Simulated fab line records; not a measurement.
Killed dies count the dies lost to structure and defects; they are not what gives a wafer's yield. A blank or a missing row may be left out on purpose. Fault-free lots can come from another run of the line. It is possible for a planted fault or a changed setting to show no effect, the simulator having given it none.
fab line records    flow sky130
record lots=12  wafers=34  last_day=50
route steps=708 shown LDD_HVN@274 POLY_CUT@317 SD_N@354 VIA1@467 PAD_OPEN@708
lots that met no fault: taken from a fault-free run of the same line
start_h: start of the lot's first displayed wafer, in hours after the record's first day    wait_h: hours elapsed since this lot's preceding step    " same as the row above    L1.1+2: one row covering several wafers at once    - no value present, or no start provided    * or withheld: withheld    < > ~ a bound
route shown NAME@n: a module of which the file shows steps, and the number in the route of the first    usual: mean/standard deviation of fault-free wafers    same: alike in all rows    chamber/n: place in a boat    sites: readings site by site    _std_site: standard deviation of those values    _edge_site: mean of outer sites minus mean of inner sites    radius_mm: how far each site lies from the wafer's centre    mask NAME#n: copy n    behind: the most recent tool/chamber to have shaped the wafer    hold: what put the lot on hold/how long, in hours/how the hold closed    device: names the non-switching transistor (n, p or np)    end of line: at the end of the route, the tests of the same wafers    for a step that has no rows: nothing shown but its recipe    killed: the dies lost at the first sort to structure and to defects; this is not the yield of the wafer    map: the dies of a wafer, with x for killed, . for not killed, _ for no die there
set.NAME: the setting that was run; set.NAME@STEP: the one run at that earlier step    model.NAME: the simulator's own value behind a step, which no gauge read
a sample of lots followed through the steps of the route, with each step as a table and each wafer as a row
services: a tool's chamber out of use, with start hour (start_h, from the record's first day; less than 0 if before it), hours out, and reason
## steps
# step SKY_LDD_HVN_OVL_MEAS_07
# usual LDD_HVN_OVL=0.6/1.5
lot.wafer  tool        chamber  start_h  wait_h  LDD_HVN_OVL[nm]
L275.3     overlay-01  -        483.20   0.1     -0.1
L275.4     "           -        "        "       1.1
L275.6     "           -        "        "       0.2
L278.1     overlay-01  -        490.43   0.1     -1.2
L278.2     "           -        "        "       -0.4
L278.3     "           -        "        "       -0.3
L280.1     overlay-02  -        499.51   0.1     2.0
L280.3     "           -        "        "       1.2
L280.4     "           -        "        "       0.6
L279.3     overlay-02  -        501.12   0.1     1.4
L279.5     "           -        "        "       0.6
L279.6     "           -        "        "       3.0
L283.1     overlay-02  -        540.50   0.1     1.8
L283.4     "           -        "        "       2.8
L283.5     "           -        "        "       0.2
L284.3     overlay-01  -        553.31   0.1     -0.2
L284.5     "           -        "        "       -0.4
L284.6     "           -        "        "       -1.9
L285.1     overlay-02  -        563.95   0.1     -0.1
L285.4     "           -        "        "       -1.0
L285.6     "           -        "        "       0.7
L287.1     overlay-02  -        572.68   0.1     1.4
L287.4     "           -        "        "       -0.5
L287.5     "           -        "        "       1.0
L288.2     overlay-01  -        574.54   0.1     1.1
L288.4     "           -        "        "       1.1
L288.6     "           -        "        "       3.0
L291.1     overlay-01  -        600.36   0.1     -1.1
L291.6     "           -        "        "       -0.3
L294.5     overlay-02  -        624.27   0.0     1.2
L294.6     "           -        "        "       2.2
L298.1     overlay-01  -        651.76   0.1     -0.5
L298.4     "           -        "        "       2.0
L298.5     "           -        "        "       0.1
# step SKY_POLY_CUT_ETCH_10
# recipe chemistry=N2/H2  target=BARC  ion_energy_ev=200  source_w=500  bias_w=100  pressure_mtorr=30  n2_flow_sccm=100  h2_flow_sccm=200  stop_on=SiO2  time_s=45.9  target_depth_a=600
# usual drypump_motor_current_A=5.9/0.4  oes_product_au=0.855/0.0044  throttle_valve_pct=13.226/0.0088
lot.wafer  tool         chamber  start_h  wait_h  drypump_motor_current_A  oes_product_au  rf_hours_counter_h  throttle_valve_pct
L275.3     rie_diel-04  2        575.64   0.0     5.7                      0.856           8                   13.231
L275.4     "            3        "        "       5.2                      0.859           4                   13.231
L275.6     "            3        "        "       5.2                      0.857           -                   13.224
L278.1     rie_diel-02  0        584.00   0.0     5.9                      0.850           1                   13.242
L278.2     "            2        "        "       5.4                      0.848           12                  13.223
L278.3     "            3        "        "       6.1                      0.855           14                  13.227
L280.1     rie_diel-02  3        592.85   0.0     6.2                      0.849           14                  13.212
L280.3     "            2        "        "       5.4                      0.851           12                  13.234
L280.4     "            0        "        "       6.0                      0.853           2                   13.240
L279.3     rie_diel-02  0        596.29   0.0     6.0                      0.847           2                   13.196
L279.5     "            1        "        "       5.9                      0.852           -                   13.207
L279.6     "            2        "        "       5.4                      0.850           -                   13.235
L283.1     rie_diel-02  2        632.09   0.0     5.4                      0.855           13                  13.217
L283.4     "            1        "        "       5.9                      0.852           42                  13.231
L283.5     "            1        "        "       5.9                      0.854           -                   13.220
L284.3     rie_diel-02  1        642.85   0.0     5.9                      0.856           42                  13.222
L284.5     "            2        "        "       5.4                      0.856           -                   13.217
L284.6     "            1        "        "       5.9                      0.858           -                   13.230
L285.1     rie_diel-02  0        656.20   0.0     6.0                      0.859           3                   13.205
L285.4     "            3        "        "       6.2                      0.855           15                  13.224
L285.6     "            1        "        "       5.9                      0.851           -                   13.228
L287.1     rie_diel-02  3        663.99   0.0     6.1                      0.850           15                  13.235
L287.4     "            0        "        "       6.0                      0.862           3                   13.228
L287.5     "            1        "        "       5.9                      0.850           -                   13.226
L288.2     rie_diel-02  1        665.59   0.0     5.9                      0.853           43                  13.231
L288.4     "            2        "        "       5.4                      0.861           14                  13.228
L288.6     "            3        "        "       6.1                      0.860           -                   13.230
L291.1     rie_diel-04  1        690.29   0.0     6.4                      0.860           3                   13.220
L291.6     "            2        "        "       5.7                      0.854           -                   13.231
L294.5     rie_diel-04  1        712.42   0.0     6.4                      0.856           -                   13.233
L294.6     "            0        "        "       6.3                      0.865           -                   13.225
L298.1     rie_diel-02  3        738.84   0.0     6.1                      0.859           17                  13.233
L298.4     "            0        "        "       6.0                      0.854           5                   13.241
L298.5     "            0        "        "       6.0                      0.854           -                   13.223
# step SKY_SD_N_TW_MEAS_12
# usual SD_N_TW=3994/19
lot.wafer  tool           chamber  start_h  wait_h  SD_N_TW
L275.3     film_metro-04  -        664.18   0.1     3942
L275.4     "              -        "        "       3965
L275.6     "              -        "        "       3984
L278.1     film_metro-03  -        671.24   0.1     3992
L278.2     "              -        "        "       3980
L278.3     "              -        "        "       3987
L280.1     film_metro-03  -        679.86   0.1     4013
L280.3     "              -        "        "       3999
L280.4     "              -        "        "       4015
L279.3     film_metro-04  -        683.98   0.1     3953
L279.5     "              -        "        "       3984
L279.6     "              -        "        "       3967
L283.1     film_metro-03  -        719.00   0.1     3968
L283.4     "              -        "        "       3996
L283.5     "              -        "        "       4000
L284.3     film_metro-04  -        730.06   0.1     3987
L284.5     "              -        "        "       4008
L284.6     "              -        "        "       3991
L285.1     film_metro-04  -        741.05   0.1     4015
L285.4     "              -        "        "       4030
L285.6     "              -        "        "       4018
L287.1     film_metro-01  -        749.65   0.1     4044
L287.4     "              -        "        "       4012
L287.5     "              -        "        "       4018
L288.2     film_metro-04  -        751.52   0.1     3987
L288.4     "              -        "        "       3988
L288.6     "              -        "        "       3990
L291.1     film_metro-01  -        774.46   0.1     4019
L291.6     "              -        "        "       4029
L294.5     film_metro-03  -        794.90   0.0     3995
L294.6     "              -        "        "       4000
L298.1     film_metro-04  -        819.41   0.1     4015
L298.4     "              -        "        "       3983
L298.5     "              -        "        "       4006
# step SKY_VIA1_EXPOSE_09
# recipe mask_id=VIM  na=0.8  source_shape=annular  sigma_inner=0.55  sigma_outer=0.85  target_cd_nm=150  dose_mj=38
lot.wafer   tool            chamber  start_h  wait_h  mask
L275.3+4+6  krf_scanner-01  0        796.75   -       VIM#0
L278.1+2+3  krf_scanner-02  0        803.79   -       VIM#0
L280.1+3+4  krf_scanner-01  0        810.11   -       VIM#0
L279.3+5+6  krf_scanner-02  0        814.40   -       VIM#0
L283.1+4+5  krf_scanner-01  0        846.55   -       VIM#0
L284.3+5+6  krf_scanner-02  0        857.12   -       VIM#0
L285.1+4+6  krf_scanner-01  0        867.56   -       VIM#0
L287.1+4+5  krf_scanner-01  0        874.75   -       VIM#0
L288.2+4+6  krf_scanner-02  0        876.53   -       VIM#0
L291.1+6    krf_scanner-01  0        899.09   -       VIM#0
L294.5+6    krf_scanner-01  0        921.39   -       VIM#0
L298.1+4+5  krf_scanner-02  0        939.91   -       VIM#0
# step SKY_VIA1_CD_MEAS_12
# recipe target_cd_nm=150
# usual cd_nm=150.7/1.5
lot.wafer  tool       chamber  start_h  wait_h  cd_nm
L275.3     cd_sem-02  -        808.94   -       148.2
L275.4     "          -        "        "       147.3
L275.6     "          -        "        "       149.1
L278.1     cd_sem-01  -        816.99   -       148.2
L278.2     "          -        "        "       149.2
L278.3     "          -        "        "       149.3
L280.1     cd_sem-02  -        823.39   -       150.9
L280.3     "          -        "        "       150.0
L280.4     "          -        "        "       149.1
L279.3     cd_sem-01  -        827.84   -       149.8
L279.5     "          -        "        "       149.7
L279.6     "          -        "        "       151.0
L283.1     cd_sem-02  -        858.73   -       150.2
L283.4     "          -        "        "       150.2
L283.5     "          -        "        "       150.0
L284.3     cd_sem-02  -        868.88   -       151.7
L284.5     "          -        "        "       152.1
L284.6     "          -        "        "       152.4
L285.1     cd_sem-02  -        880.13   -       146.1
L285.4     "          -        "        "       149.4
L285.6     "          -        "        "       146.6
L287.1     cd_sem-02  -        887.20   -       152.5
L287.4     "          -        "        "       152.1
L287.5     "          -        "        "       153.9
L288.2     cd_sem-01  -        888.60   -       151.2
L288.4     "          -        "        "       152.4
L288.6     "          -        "        "       151.5
L291.1     cd_sem-01  -        911.83   -       37.3
L291.6     "          -        "        "       151.3
L294.5     cd_sem-01  -        934.01   -       32.9
L294.6     "          -        "        "       150.1
L298.1     cd_sem-02  -        952.15   -       149.8
L298.4     "          -        "        "       149.9
L298.5     "          -        "        "       150.0
# step SKY_PAD_OPEN_PROBE_99
# usual defect_limited_yield=82.3/2  killed_at_M0_to_M3=43/7.3  killed_at_M4_up=3.1/1.7  killed_at_contacts=25/5.3  killed_at_front_end=15/4.3  killed_at_other=0.2/0.54  killed_dies=87/10  killed_on_rim=17/3.9  killed_open=48/7.6  killed_short=38/6.1  sort_bin_3_pad_short=0.9/0.42  sort_bin_5_function=10.5/1.5  sort_bin_6_memory=6.3/1.2  sort_n_pass=405/10  sort_yield_pct=82.3/2
# same gross_dies=492  killed_at_back_side=0  sort_bin_4_leakage[%]=0  sort_bin_8_speed[%]=0
lot.wafer  tool       chamber  start_h  wait_h  defect_limited_yield[%]  killed_at_M0_to_M3  killed_at_M4_up  killed_at_contacts  killed_at_front_end  killed_at_other  killed_dies  killed_on_rim  killed_open  killed_short  sort_bin_3_pad_short[%]  sort_bin_5_function[%]  sort_bin_6_memory[%]  sort_n_pass  sort_yield_pct[%]
L275.3     prober-02  -        1088.93  0.2     84.1                     25                  4                36                  13                   0                78           15             40           38            0.4                      9.1                     6.3                   414          84.1
L275.4     prober-02  -        1088.98  0.2     85.8                     34                  1                25                  10                   0                70           13             38           32            1.0                      8.3                     4.9                   422          85.8
L275.6     prober-02  -        1089.08  0.2     82.9                     47                  1                23                  13                   0                84           15             47           37            0.8                      10.8                    5.5                   408          82.9
L278.1     prober-01  -        1094.67  0.1     81.3                     48                  4                27                  13                   0                92           14             51           41            0.6                      11.0                    7.1                   400          81.3
L278.2     prober-01  -        1094.72  0.1     82.7                     40                  4                24                  17                   0                85           21             50           35            1.0                      10.4                    5.9                   407          82.7
L278.3     prober-01  -        1094.77  0.2     84.3                     41                  2                19                  15                   0                77           15             44           33            0.4                      8.7                     6.5                   415          84.3
L280.1     prober-01  -        1098.28  0.1     79.7                     51                  1                27                  21                   0                100          21             62           38            0.8                      13.8                    5.7                   392          79.7
L280.3     prober-01  -        1098.38  0.2     81.3                     49                  0                29                  14                   0                92           26             54           38            0.4                      11.4                    6.9                   400          81.3
L280.4     prober-01  -        1098.43  0.2     82.9                     35                  3                36                  10                   0                84           15             53           31            1.0                      10.2                    5.9                   408          82.9
L279.3     prober-02  -        1106.46  0.2     80.5                     49                  3                25                  19                   0                96           17             49           46            1.2                      11.2                    7.1                   396          80.5
L279.5     prober-02  -        1106.56  0.2     77.2                     57                  4                31                  20                   0                112          25             60           52            1.4                      13.0                    8.3                   380          77.2
L279.6     prober-02  -        1106.61  0.2     83.7                     40                  7                16                  17                   0                80           18             43           36            0.8                      9.1                     6.3                   412          83.7
L283.1     prober-01  -        1127.10  0.1     81.1                     39                  2                35                  17                   0                93           15             46           47            0.2                      10.6                    8.1                   399          81.1
L283.4     prober-01  -        1127.25  0.2     84.6                     43                  2                22                  9                    0                76           14             42           34            0.6                      8.1                     6.7                   416          84.6
L283.5     prober-01  -        1127.30  0.2     84.1                     44                  3                21                  9                    1                78           19             45           33            0.2                      9.3                     6.3                   414          84.1
L284.3     prober-01  -        1135.65  0.2     79.9                     47                  6                27                  19                   0                99           14             61           38            0.6                      13.4                    6.1                   393          79.9
L284.5     prober-01  -        1135.75  0.2     78.3                     55                  4                32                  16                   0                107          20             64           43            1.2                      11.8                    8.7                   385          78.3
L284.6     prober-01  -        1135.80  0.2     82.5                     45                  3                28                  10                   0                86           12             48           37            1.2                      8.7                     7.5                   406          82.5
L285.1     prober-01  -        1145.53  0.1     85.4                     38                  1                24                  9                    0                72           11             47           25            1.2                      9.1                     4.3                   420          85.4
L285.4     prober-01  -        1145.68  0.2     84.6                     32                  2                22                  18                   2                76           22             46           30            0.6                      10.0                    4.9                   416          84.6
L285.6     prober-01  -        1145.78  0.2     82.1                     53                  2                18                  15                   0                88           9              46           42            1.0                      10.4                    6.5                   404          82.1
L287.1     prober-02  -        1150.07  0.1     81.7                     38                  3                23                  26                   0                90           22             58           32            0.8                      9.6                     7.9                   402          81.7
L287.4     prober-02  -        1150.22  0.2     81.7                     52                  2                26                  10                   0                90           11             57           33            1.2                      10.4                    6.7                   402          81.7
L287.5     prober-02  -        1150.27  0.2     81.7                     41                  4                26                  18                   1                90           16             47           40            1.0                      11.2                    6.1                   402          81.7
L288.2     prober-01  -        1151.89  0.1     83.7                     33                  4                23                  20                   0                80           16             42           38            1.8                      7.5                     6.9                   412          83.7
L288.4     prober-01  -        1151.99  0.2     82.9                     35                  2                22                  25                   0                84           19             39           45            2.2                      9.3                     5.5                   408          82.9
L288.6     prober-01  -        1152.09  0.2     83.5                     40                  1                23                  17                   0                81           20             55           26            1.0                      10.0                    5.5                   411          83.5
L291.1     prober-01  -        1169.31  0.1     0                        448                 4                22                  16                   2                492          96             61           36            1.4                      92.3                    6.3                   0            0
L291.6     prober-01  -        1169.56  0.2     84.8                     30                  3                20                  22                   0                75           13             37           38            0.8                      9.6                     4.9                   417          84.8
L294.5     prober-01  -        1183.19  0.2     0                        455                 2                19                  15                   1                492          96             42           34            0.2                      93.7                    6.1                   0            0
L294.6     prober-01  -        1183.24  0.2     81.5                     51                  1                23                  14                   2                91           21             49           41            2.0                      8.5                     7.9                   401          81.5
L298.1     prober-02  -        1195.46  0.1     81.9                     38                  1                28                  22                   0                89           20             49           38            1.0                      10.4                    6.7                   403          81.9
L298.4     prober-02  -        1195.61  0.2     80.5                     44                  2                24                  26                   0                96           20             50           43            0.4                      12.6                    6.5                   396          80.5
L298.5     prober-02  -        1195.66  0.2     78.7                     51                  1                37                  15                   1                105          29             62           43            0.8                      12.8                    7.7                   387          78.7
# killed by level:class
L275.3 CONTACT:geometric_particle:open=13 CONTACT:geometric_particle:short=10 LI_CONTACT:geometric_particle:open=6 VIA2:geometric_particle:open=5 FIELD_ISO:geometric_particle:short=4 METAL1:geometric_particle:short=4 VIA1:geometric_particle:short=4 VIA1:geometric_particle:open=4
L275.4 CONTACT:geometric_particle:open=13 VIA3:geometric_particle:open=7 VIA1:geometric_particle:short=6 CONTACT:geometric_particle:short=5 POLY_GATE:geometric_particle:short=4 LI_CONTACT:geometric_particle:open=4 METAL1:geometric_particle:short=4 VIA1:geometric_particle:open=4
L275.6 VIA1:geometric_particle:open=8 VIA2:geometric_particle:open=8 VIA3:geometric_particle:open=7 LI_CONTACT:geometric_particle:open=6 LOCAL_INTERCONNECT:geometric_particle:short=6 CONTACT:geometric_particle:open=6 METAL1:geometric_particle:short=6 POLY_GATE:geometric_particle:open=4
L278.1 VIA1:geometric_particle:open=13 CONTACT:geometric_particle:open=12 CONTACT:geometric_particle:short=8 VIA1:geometric_particle:short=7 VIA2:geometric_particle:short=7 VIA2:geometric_particle:open=6 LI_CONTACT:geometric_particle:open=5 VIA3:geometric_particle:open=4
L278.2 CONTACT:geometric_particle:open=8 VIA1:geometric_particle:open=8 VIA3:geometric_particle:open=8 LI_CONTACT:geometric_particle:open=7 METAL1:geometric_particle:short=6 FIELD_ISO:geometric_particle:short=5 LOCAL_INTERCONNECT:geometric_particle:short=5 VIA2:geometric_particle:open=5
L278.3 VIA1:geometric_particle:open=13 LI_CONTACT:geometric_particle:open=8 POLY_GATE:geometric_particle:short=7 VIA2:geometric_particle:open=7 METAL1:geometric_particle:short=6 CONTACT:geometric_particle:open=5 VIA1:geometric_particle:short=5 FIELD_ISO:geometric_particle:open=3
L280.1 VIA3:geometric_particle:open=14 VIA1:geometric_particle:open=10 VIA2:geometric_particle:open=7 LI_CONTACT:geometric_particle:open=6 CONTACT:geometric_particle:open=6 METAL1:geometric_particle:short=6 VIA1:geometric_particle:short=6 LOCAL_INTERCONNECT:geometric_particle:short=5
L280.3 VIA1:geometric_particle:open=17 CONTACT:geometric_particle:open=13 METAL1:geometric_particle:short=8 LI_CONTACT:geometric_particle:open=7 POLY_GATE:geometric_particle:short=5 CONTACT:geometric_particle:short=5 VIA1:geometric_particle:short=5 VIA3:geometric_particle:open=5
L280.4 CONTACT:geometric_particle:open=15 LI_CONTACT:geometric_particle:open=12 VIA1:geometric_particle:open=11 METAL2:geometric_particle:short=6 FIELD_ISO:geometric_particle:open=5 VIA1:geometric_particle:short=5 LOCAL_INTERCONNECT:geometric_particle:short=4 LI_CONTACT:geometric_particle:short=3
L279.3 VIA1:geometric_particle:open=10 VIA1:geometric_particle:short=8 CONTACT:geometric_particle:short=7 FIELD_ISO:geometric_particle:open=6 LI_CONTACT:geometric_particle:open=6 METAL1:geometric_particle:short=6 FIELD_ISO:geometric_particle:short=5 CONTACT:geometric_particle:open=5
L279.5 CONTACT:geometric_particle:open=12 VIA1:geometric_particle:open=11 VIA2:geometric_particle:open=11 METAL1:geometric_particle:short=10 VIA3:geometric_particle:open=8 FIELD_ISO:geometric_particle:short=7 CONTACT:geometric_particle:short=7 METAL2:geometric_particle:short=7
L279.6 VIA1:geometric_particle:open=15 VIA2:geometric_particle:open=6 METAL2:geometric_particle:short=6 POLY_GATE:geometric_particle:open=5 CONTACT:geometric_particle:open=5 METAL4:geometric_particle:short=5 FIELD_ISO:geometric_particle:short=4 VIA1:geometric_particle:short=4
L283.1 CONTACT:geometric_particle:open=11 CONTACT:geometric_particle:short=10 VIA1:geometric_particle:open=9 LOCAL_INTERCONNECT:geometric_particle:short=8 VIA3:geometric_particle:open=6 FIELD_ISO:geometric_particle:short=5 FIELD_ISO:geometric_particle:open=5 VIA1:geometric_particle:short=4
L283.4 VIA1:geometric_particle:open=10 CONTACT:geometric_particle:open=8 VIA3:geometric_particle:open=8 VIA1:geometric_particle:short=6 METAL2:geometric_particle:short=6 LI_CONTACT:geometric_particle:open=4 METAL1:geometric_particle:short=4 LOCAL_INTERCONNECT:geometric_particle:short=4
L283.5 VIA1:geometric_particle:open=13 CONTACT:geometric_particle:open=8 VIA2:geometric_particle:open=6 VIA3:geometric_particle:open=5 CONTACT:geometric_particle:short=5 VIA3:geometric_particle:short=5 LI_CONTACT:geometric_particle:open=4 METAL2:geometric_particle:short=3
L284.3 CONTACT:geometric_particle:open=13 VIA1:geometric_particle:open=12 VIA2:geometric_particle:open=11 VIA3:geometric_particle:open=6 POLY_GATE:geometric_particle:short=5 POLY_GATE:geometric_particle:open=4 VIA3:geometric_particle:short=4 LI_CONTACT:geometric_particle:open=4
L284.5 CONTACT:geometric_particle:open=15 VIA1:geometric_particle:open=13 VIA3:geometric_particle:open=11 VIA2:geometric_particle:open=7 LI_CONTACT:geometric_particle:open=6 VIA1:geometric_particle:short=6 METAL2:geometric_particle:short=5 CONTACT:geometric_particle:short=5
L284.6 VIA1:geometric_particle:open=13 CONTACT:geometric_particle:open=10 LI_CONTACT:geometric_particle:open=7 VIA3:geometric_particle:open=6 VIA2:geometric_particle:open=5 METAL1:geometric_particle:short=5 VIA1:geometric_particle:short=5 LI_CONTACT:geometric_particle:short=4
L285.1 VIA1:geometric_particle:open=11 CONTACT:geometric_particle:open=10 METAL2:geometric_particle:short=8 LI_CONTACT:geometric_particle:open=6 VIA2:geometric_particle:open=6 VIA3:geometric_particle:open=6 CONTACT:geometric_particle:short=4 FIELD_ISO:geometric_particle:open=3
L285.4 CONTACT:geometric_particle:open=9 VIA1:geometric_particle:open=7 VIA3:geometric_particle:open=6 POLY_GATE:geometric_particle:short=5 LI_CONTACT:geometric_particle:open=5 FIELD_ISO:geometric_particle:open=4 METAL1:geometric_particle:short=4 POLY_GATE:geometric_particle:open=3
L285.6 VIA3:geometric_particle:open=13 FIELD_ISO:geometric_particle:open=7 METAL1:geometric_particle:short=7 VIA1:geometric_particle:open=7 METAL2:geometric_particle:short=6 POLY_GATE:geometric_particle:short=5 LI_CONTACT:geometric_particle:open=5 CONTACT:geometric_particle:open=5
L287.1 VIA1:geometric_particle:open=13 LI_CONTACT:geometric_particle:open=10 POLY_GATE:geometric_particle:open=7 FIELD_ISO:geometric_particle:open=6 VIA1:geometric_particle:short=5 CONTACT:geometric_particle:open=5 VIA3:geometric_particle:open=5 FIELD_ISO:geometric_particle:short=4
L287.4 CONTACT:geometric_particle:open=13 VIA1:geometric_particle:open=13 METAL1:geometric_particle:short=8 VIA3:geometric_particle:open=8 VIA2:geometric_particle:open=6 LI_CONTACT:geometric_particle:open=5 POLY_GATE:geometric_particle:open=4 METAL2:geometric_particle:short=4
L287.5 CONTACT:geometric_particle:open=12 METAL1:geometric_particle:short=10 VIA1:geometric_particle:open=10 VIA2:geometric_particle:open=9 CONTACT:geometric_particle:short=6 POLY_GATE:geometric_particle:short=5 FIELD_ISO:geometric_particle:short=3 POLY_GATE:geometric_particle:open=3
L288.2 CONTACT:geometric_particle:open=11 VIA1:geometric_particle:open=8 FIELD_ISO:geometric_particle:open=5 POLY_GATE:geometric_particle:short=5 METAL1:geometric_particle:short=5 VIA1:geometric_particle:short=5 LI_CONTACT:geometric_particle:open=4 CONTACT:geometric_particle:short=4
L288.4 VIA3:geometric_particle:open=10 POLY_GATE:geometric_particle:short=8 CONTACT:geometric_particle:short=8 CONTACT:geometric_particle:open=7 FIELD_ISO:geometric_particle:short=5 POLY_GATE:geometric_particle:open=5 VIA1:geometric_particle:short=5 VIA2:geometric_particle:open=4
L288.6 VIA1:geometric_particle:open=10 CONTACT:geometric_particle:open=10 VIA3:geometric_particle:open=9 METAL1:geometric_particle:short=8 POLY_GATE:geometric_particle:open=6 VIA2:geometric_particle:open=6 LI_CONTACT:geometric_particle:open=5 LI_CONTACT:geometric_particle:short=4
L291.1 VIA1:area_expose=395 VIA1:geometric_particle:open=15 VIA3:geometric_particle:open=12 CONTACT:geometric_particle:open=11 METAL1:geometric_particle:short=9 VIA2:geometric_particle:open=6 FIELD_ISO:geometric_particle:open=5 CONTACT:geometric_particle:short=5
L291.6 VIA1:geometric_particle:open=9 CONTACT:geometric_particle:open=7 POLY_GATE:geometric_particle:short=6 FIELD_ISO:geometric_particle:short=5 LI_CONTACT:geometric_particle:open=5 VIA1:geometric_particle:short=4 LOCAL_INTERCONNECT:geometric_particle:short=4 METAL2:geometric_particle:short=4
L294.5 VIA1:area_expose=415 VIA1:geometric_particle:open=11 VIA2:geometric_particle:open=8 CONTACT:geometric_particle:open=7 FIELD_ISO:geometric_particle:open=6 VIA1:geometric_particle:short=5 FIELD_ISO:geometric_particle:short=4 LI_CONTACT:geometric_particle:open=4
L294.6 VIA1:geometric_particle:open=12 CONTACT:geometric_particle:open=10 METAL2:geometric_particle:short=8 LI_CONTACT:geometric_particle:open=6 VIA2:geometric_particle:short=5 VIA2:geometric_particle:open=5 VIA3:geometric_particle:short=5 VIA3:geometric_particle:open=5
L298.1 CONTACT:geometric_particle:open=12 FIELD_ISO:geometric_particle:open=7 CONTACT:geometric_particle:short=6 VIA1:geometric_particle:open=6 METAL2:geometric_particle:short=6 POLY_GATE:geometric_particle:open=5 LI_CONTACT:geometric_particle:open=5 VIA2:geometric_particle:open=5
L298.4 VIA1:geometric_particle:open=15 CONTACT:geometric_particle:open=9 FIELD_ISO:geometric_particle:short=8 LI_CONTACT:geometric_particle:open=6 METAL1:geometric_particle:short=6 CONTACT:geometric_particle:short=5 VIA1:geometric_particle:short=5 FIELD_ISO:geometric_particle:open=4
L298.5 CONTACT:geometric_particle:open=15 LI_CONTACT:geometric_particle:open=11 VIA3:geometric_particle:open=9 VIA2:geometric_particle:open=8 VIA1:geometric_particle:open=8 METAL2:geometric_particle:short=7 CONTACT:geometric_particle:short=5 METAL1:geometric_particle:short=5
## services
tool            chamber  start_h  hours  kind
krf_scanner-02  -        555.52   1.0    pm
krf_scanner-02  -        563.80   0.8    pm
rie_diel-02     3        570.46   8.9    repair
krf_scanner-01  -        570.79   1.0    pm
krf_scanner-01  -        586.18   0.3    repair
rie_diel-02     0        617.17   6.9    repair
krf_scanner-02  -        630.95   1.3    repair
krf_scanner-02  -        639.78   0.8    repair
rie_diel-02     -        640.95   1.0    repair
krf_scanner-02  -        649.61   1.3    pm
krf_scanner-01  -        658.94   1.3    pm
krf_scanner-01  -        669.31   4.4    pm
krf_scanner-02  -        686.47   0.8    pm
krf_scanner-01  -        699.61   0.8    pm
krf_scanner-01  -        712.43   1.1    repair
krf_scanner-02  -        713.86   3.0    pm
krf_scanner-01  -        736.82   4.0    pm
krf_scanner-01  -        740.84   1.0    pm
rie_diel-02     0        792.55   128.1  repair
krf_scanner-01  -        834.85   1.3    pm
krf_scanner-01  -        868.41   0.8    pm
rie_diel-02     2        875.45   4.0    repair
krf_scanner-01  -        908.79   1.0    pm
rie_diel-02     -        939.32   2.8    pm
## key
first_sign step=SKY_VIA1_CD_MEAS_12  reading=cd_nm  direction=down  sigmas=75  usual=150.7  struck=35.1
effect step=SKY_PAD_OPEN_PROBE_99  reading=killed_at_M0_to_M3  direction=up  sigmas=56  usual=43  struck=452
more_kills_born_at SKY_VIA1_EXPOSE_09@krf_scanner-01=810
met_at SKY_VIA1_EXPOSE_09
struck_lots L291,L294
struck_wafers L291.1,L294.5
later_rows_left_out L291.1,L294.5
not_acting_at SKY_LDD_HVN_OVL_MEAS_07,SKY_POLY_CUT_ETCH_10,SKY_SD_N_TW_MEAS_12
onset_between 874.75 899.09
fault kind=process_parameter_drift  tool=krf_scanner-01  chamber=-  onset_h=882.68  steps=SKY_VIA1_EXPOSE_09  channel=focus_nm  offset=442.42  shape=step  end_h=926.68  scope=struck_wafers_only
# later_rows_left_out: the simulator's readings of these wafers behind a module that went badly wrong aren't trusted and aren't shown, but for the sort
